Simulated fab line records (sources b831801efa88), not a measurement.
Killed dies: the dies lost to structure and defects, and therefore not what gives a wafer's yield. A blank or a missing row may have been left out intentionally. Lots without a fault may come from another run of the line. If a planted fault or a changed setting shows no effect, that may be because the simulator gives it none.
fab line records	flow sky130
record lots=12	wafers=36	last-day=50
route steps=708 shown DNWELL@44 NWELL@68 VT_ADJUST_NCORE@128
lots that met no fault: from a run of the same line without faults
start-h: start of the lot's first displayed wafer, in hours after the record's first day	wait-h: hours since the lot's step before	" the same as in the row above	L1.1+2: a single row standing in for several wafers	- either no value or no given start	* or withheld: withheld	< > ~ a bound
route shown NAME@n: names a module that has steps shown in the file, with the first one's number in the route	usual: average and standard deviation across the fault-free wafers	same: alike in all rows	chamber/n: place in a boat	sites: the reading at each site	_std_site: the standard deviation of these	_edge_site: inner sites' mean taken away from outer sites' mean	radius-mm: for every site, how far away it sits from the centre of the wafer	mask NAME#n: copy n	behind: the tool/chamber that last shaped the wafer	hold: why the lot was held/for how many hours/how that ended	device: names the non-switching transistor (n, p or np)	end of line: the same wafers' tests at the end of the route	for a step that has no rows: nothing shown but its recipe	killed: count of dies lost to structure and defects at first sort (not the wafer's yield)	map: per-die view of a wafer (x killed, . not killed, _ where there is no die)
set.NAME: setting as actually run; set.NAME@STEP: the setting as run at that earlier step	model.NAME: the simulator's own value behind a step, which no gauge read
steps of the route over a sample of lots; a table a step, a row a wafer
services: from which hour (start-h, from the record's first day; less than 0 if before it) a tool's chamber was out of use, for how many hours, and why
## steps
# step SKY_DNWELL_TW_MEAS_09
# usual DNWELL_TW=1097/7.4
lot.wafer	tool	chamber	start-h	wait-h	DNWELL_TW
L210.1	film-metro-03	-	57.98	0.1	1099
L210.3	"	-	"	"	1099
L210.5	"	-	"	"	1096
L212.2	film-metro-04	-	66.33	0.1	1112
L212.4	"	-	"	"	1108
L212.6	"	-	"	"	1102
L214.2	film-metro-03	-	74.73	0.1	1087
L214.3	"	-	"	"	1096
L214.6	"	-	"	"	1088
L217.1	film-metro-04	-	91.72	0.1	1098
L217.5	"	-	"	"	1102
L217.6	"	-	"	"	1102
L220.3	film-metro-03	-	105.59	0.1	1107
L220.4	"	-	"	"	1101
L220.6	"	-	"	"	1099
L221.3	film-metro-04	-	110.09	0.1	1104
L221.5	"	-	"	"	1108
L221.6	"	-	"	"	1104
L226.2	film-metro-04	-	137.73	0.1	1102
L226.5	"	-	"	"	1098
L226.6	"	-	"	"	1100
L227.3	film-metro-03	-	144.02	0.1	1085
L227.4	"	-	"	"	1083
L227.6	"	-	"	"	1082
L230.2	film-metro-04	-	160.78	0.1	1099
L230.3	"	-	"	"	1103
L230.5	"	-	"	"	1100
L231.1	film-metro-04	-	166.57	0.1	1099
L231.2	"	-	"	"	1095
L231.6	"	-	"	"	1096
L232.2	film-metro-03	-	172.22	0.1	1090
L232.5	"	-	"	"	1092
L232.6	"	-	"	"	1094
L233.1	film-metro-03	-	179.67	0.1	1095
L233.4	"	-	"	"	1088
L233.5	"	-	"	"	1094
# step SKY_NWELL_TW_MEAS_15
# usual NWELL_TW=1798/8.6
lot.wafer	tool	chamber	start-h	wait-h	NWELL_TW
L210.1	film-metro-04	-	93.36	0.1	1809
L210.3	"	-	"	"	1808
L210.5	"	-	"	"	1800
L212.2	film-metro-02	-	100.56	0.1	1792
L212.4	"	-	"	"	1788
L212.6	"	-	"	"	1794
L214.2	film-metro-03	-	109.42	0.1	1796
L214.3	"	-	"	"	1806
L214.6	"	-	"	"	1792
L217.1	film-metro-04	-	127.81	0.1	1797
L217.5	"	-	"	"	1805
L217.6	"	-	"	"	1792
L220.3	film-metro-02	-	143.88	0.1	1791
L220.4	"	-	"	"	1792
L220.6	"	-	"	"	1796
L221.3	film-metro-02	-	148.88	0.1	1795
L221.5	"	-	"	"	1793
L221.6	"	-	"	"	1792
L226.2	film-metro-02	-	178.67	0.1	1802
L226.5	"	-	"	"	1803
L226.6	"	-	"	"	1799
L227.3	film-metro-02	-	184.63	0.1	1809
L227.4	"	-	"	"	1799
L227.6	"	-	"	"	1802
L230.2	film-metro-03	-	204.26	0.1	1786
L230.3	"	-	"	"	1781
L230.5	"	-	"	"	1778
L231.1	film-metro-04	-	208.95	0.1	1789
L231.2	"	-	"	"	1785
L231.6	"	-	"	"	1789
L232.2	film-metro-02	-	216.27	0.1	1792
L232.5	"	-	"	"	1790
L232.6	"	-	"	"	1797
L233.1	film-metro-02	-	223.86	0.1	1800
L233.4	"	-	"	"	1795
L233.5	"	-	"	"	1804
# step SKY_NWELL_STRIP_25
# recipe chemistry=O2/N2	power-w=1400	pressure-mtorr=1500	platen-temp-c=withheld	o2-flow-sccm=3000	n2-flow-sccm=300	overash-fraction=0.5
# usual drypump-motor-current-A=5.9/0.61	oes-product-au=0.723/0.0046	strip-time-to-endpoint-s=36.93/0.11
lot.wafer	tool	chamber	start-h	wait-h	drypump-motor-current-A	oes-product-au	rf-hours-counter-h	strip-time-to-endpoint-s
L210.1	plasma-asher-03	1	110.90	0.1	6.3	0.723	42	37.10
L210.3	"	1	"	"	6.3	0.733	-	36.99
L210.5	"	0	"	"	6.6	0.723	-	37.07
L212.2	plasma-asher-03	0	119.11	0.1	6.6	0.722	43	37.00
L212.4	"	0	"	"	6.6	0.718	-	37.04
L212.6	"	0	"	"	6.6	0.723	-	36.95
L214.2	plasma-asher-01	1	128.26	0.1	6.5	0.711	44	36.88
L214.3	"	0	"	"	4.9	0.717	-	36.92
L214.6	"	0	"	"	5.0	0.722	-	36.92
L217.1	plasma-asher-01	1	147.00	0.1	6.5	0.719	46	36.84
L217.5	"	1	"	"	6.4	0.716	-	36.95
L217.6	"	0	"	"	4.9	0.726	-	36.85
L220.3	plasma-asher-03	0	162.89	0.1	6.6	0.721	-	36.84
L220.4	"	1	"	"	6.3	0.717	-	36.77
L220.6	"	0	"	"	6.6	0.715	-	36.88
L221.3	plasma-asher-04	0	168.99	0.1	5.5	0.724	-	36.90
L221.5	"	1	"	"	5.4	0.728	-	36.82
L221.6	"	0	"	"	5.5	0.726	-	36.81
L226.2	plasma-asher-04	1	199.96	0.1	5.4	0.724	8	36.83
L226.5	"	1	"	"	5.4	0.718	-	36.72
L226.6	"	0	"	"	5.5	0.721	-	36.73
L227.3	plasma-asher-01	1	206.64	0.1	6.4	0.721	-	37.12
L227.4	"	0	"	"	5.0	0.722	-	36.96
L227.6	"	0	"	"	5.0	0.725	-	36.96
L230.2	plasma-asher-01	1	225.80	0.1	6.4	0.719	54	36.85
L230.3	"	1	"	"	6.5	0.723	-	36.85
L230.5	"	1	"	"	6.4	0.720	-	36.88
L231.1	plasma-asher-04	1	230.26	0.1	5.4	0.724	11	36.97
L231.2	"	0	"	"	5.5	0.714	11	37.11
L231.6	"	1	"	"	5.4	0.717	-	36.93
L232.2	plasma-asher-03	0	238.31	0.1	6.6	0.725	54	36.98
L232.5	"	0	"	"	6.6	0.720	-	37.04
L232.6	"	1	"	"	6.3	0.723	-	36.98
L233.1	plasma-asher-01	0	245.11	0.1	5.0	0.730	56	36.90
L233.4	"	1	"	"	6.4	0.730	-	37.09
L233.5	"	1	"	"	6.5	0.724	-	36.89
# step SKY_VT_ADJUST_NCORE_IMPLANT_09
# recipe species=B	energy-kev=10	dose-cm2=2.4e+12	tilt-deg=withheld
# usual dose-ions-cm2=2.3994e+12/2.6e+09	faraday-current-uA=13.57/0.26
lot.wafer	tool	chamber	start-h	wait-h	dose-ions-cm2	faraday-current-uA
L210.1	implanter-04	0	191.07	0.0	2.3952e+12	13.48
L210.3	"	0	"	"	2.4006e+12	13.17
L210.5	"	0	"	"	2.3991e+12	13.35
L212.2	implanter-03	0	200.55	0.0	2.4015e+12	13.35
L212.4	"	0	"	"	2.3981e+12	13.44
L212.6	"	0	"	"	2.3984e+12	13.15
L214.2	implanter-04	0	210.50	0.0	2.4017e+12	13.15
L214.3	"	0	"	"	2.4003e+12	13.64
L214.6	"	0	"	"	2.4028e+12	13.59
L217.1	implanter-03	0	231.02	0.0	2.4014e+12	14.03
L217.5	"	0	"	"	2.4e+12	13.86
L217.6	"	0	"	"	2.398e+12	13.60
L220.3	implanter-04	0	249.37	0.1	6.817e+11	3.83
L220.4	"	0	"	"	6.799e+11	3.92
L220.6	"	0	"	"	6.795e+11	3.96
L221.3	implanter-04	0	257.17	0.1	6.82e+11	3.83
L221.5	"	0	"	"	6.787e+11	3.91
L221.6	"	0	"	"	6.801e+11	3.78
L226.2	implanter-03	0	293.10	0.0	2.397e+12	13.35
L226.5	"	0	"	"	2.3985e+12	13.26
L226.6	"	0	"	"	2.4009e+12	13.55
L227.3	implanter-03	0	300.97	0.1	2.4009e+12	13.68
L227.4	"	0	"	"	2.3955e+12	13.74
L227.6	"	0	"	"	2.3979e+12	13.56
L230.2	implanter-04	0	324.30	0.0	2.3995e+12	13.83
L230.3	"	0	"	"	2.4015e+12	13.56
L230.5	"	0	"	"	2.3968e+12	13.13
L231.1	implanter-04	0	328.22	0.0	2.3994e+12	13.37
L231.2	"	0	"	"	2.4023e+12	13.31
L231.6	"	0	"	"	2.3976e+12	14.16
L232.2	implanter-04	0	338.55	0.0	2.3981e+12	13.78
L232.5	"	0	"	"	2.4021e+12	13.48
L232.6	"	0	"	"	2.3991e+12	13.56
L233.1	implanter-01	0	346.32	0.0	2.4003e+12	12.92
L233.4	"	0	"	"	2.4009e+12	13.48
L233.5	"	0	"	"	2.4061e+12	13.72
# step SKY_VT_ADJUST_NCORE_TW_MEAS_11
# usual VT_ADJUST_NCORE_TW=216.8/1.8
lot.wafer	tool	chamber	start-h	wait-h	VT_ADJUST_NCORE_TW
L210.1	film-metro-03	-	191.32	0.1	214.4
L210.3	"	-	"	"	214.5
L210.5	"	-	"	"	215.2
L212.2	film-metro-01	-	200.79	0.1	217.9
L212.4	"	-	"	"	218.2
L212.6	"	-	"	"	217.1
L214.2	film-metro-02	-	210.74	0.1	217.8
L214.3	"	-	"	"	214.1
L214.6	"	-	"	"	216.7
L217.1	film-metro-03	-	231.27	0.1	213.4
L217.5	"	-	"	"	214.3
L217.6	"	-	"	"	213.5
L220.3	film-metro-01	-	249.59	0.1	154.3
L220.4	"	-	"	"	152.9
L220.6	"	-	"	"	155.4
L221.3	film-metro-02	-	257.39	0.1	152.2
L221.5	"	-	"	"	153.2
L221.6	"	-	"	"	154.2
L226.2	film-metro-02	-	293.33	0.1	217.0
L226.5	"	-	"	"	218.6
L226.6	"	-	"	"	218.2
L227.3	film-metro-02	-	301.19	0.1	217.4
L227.4	"	-	"	"	218.4
L227.6	"	-	"	"	217.8
L230.2	film-metro-02	-	324.55	0.1	217.4
L230.3	"	-	"	"	219.7
L230.5	"	-	"	"	218.2
L231.1	film-metro-01	-	328.47	0.1	218.0
L231.2	"	-	"	"	219.6
L231.6	"	-	"	"	219.5
L232.2	film-metro-02	-	338.83	0.1	217.6
L232.5	"	-	"	"	218.3
L232.6	"	-	"	"	218.7
L233.1	film-metro-03	-	346.57	0.1	213.1
L233.4	"	-	"	"	214.7
L233.5	"	-	"	"	213.9
## services
tool	chamber	start-h	hours	kind
plasma-asher-04	-	108.75	9.0	pm
plasma-asher-04	0	108.75	9.0	vent-cycle
plasma-asher-04	1	108.75	9.0	vent-cycle
plasma-asher-04	0	117.75	-	clean
plasma-asher-04	1	117.75	-	clean
plasma-asher-04	-	135.79	0.5	repair
plasma-asher-03	-	159.16	2.4	repair
implanter-01	-	188.91	4.3	pm
implanter-03	-	209.57	4.1	repair
plasma-asher-01	-	214.94	1.9	repair
implanter-04	-	220.57	2.5	repair
implanter-03	-	233.65	4.3	pm
implanter-01	-	327.06	3.9	pm
plasma-asher-03	-	332.07	2.8	pm
implanter-04	-	333.25	4.7	repair
## key
first-sign step=SKY_VT_ADJUST_NCORE_IMPLANT_09	reading=dose-ions-cm2	direction=down	sigmas=99+	usual=*	struck=*
effect step=SKY_VT_ADJUST_NCORE_IMPLANT_09	reading=faraday-current-uA	direction=down	sigmas=37	usual=13.57	struck=3.87
effect step=SKY_VT_ADJUST_NCORE_TW_MEAS_11	reading=VT_ADJUST_NCORE_TW	direction=down	sigmas=36	usual=216.8	struck=153.7
met-at SKY_VT_ADJUST_NCORE_IMPLANT_09
struck-lots L220,L221
tester-left-out L220,L221
not-acting-at SKY_DNWELL_TW_MEAS_09,SKY_NWELL_TW_MEAS_15,SKY_NWELL_STRIP_25
onset-between 210.50 249.37
fault kind=process-parameter-drift	tool=implanter-04	chamber=-	onset-h=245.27	steps=SKY_VT_ADJUST_NCORE_IMPLANT_09	channel=dose-cm2	offset=*	shape=step	end-h=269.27	acts-in=*	stated=*
# tester-left-out: of these lots the tester's yield and bins aren't shown, on N5 and GAA mostly nor the transistor test; their killed dies are dies lost to structure and defects alone, not to doping, threshold or leakage, so they don't give the yield
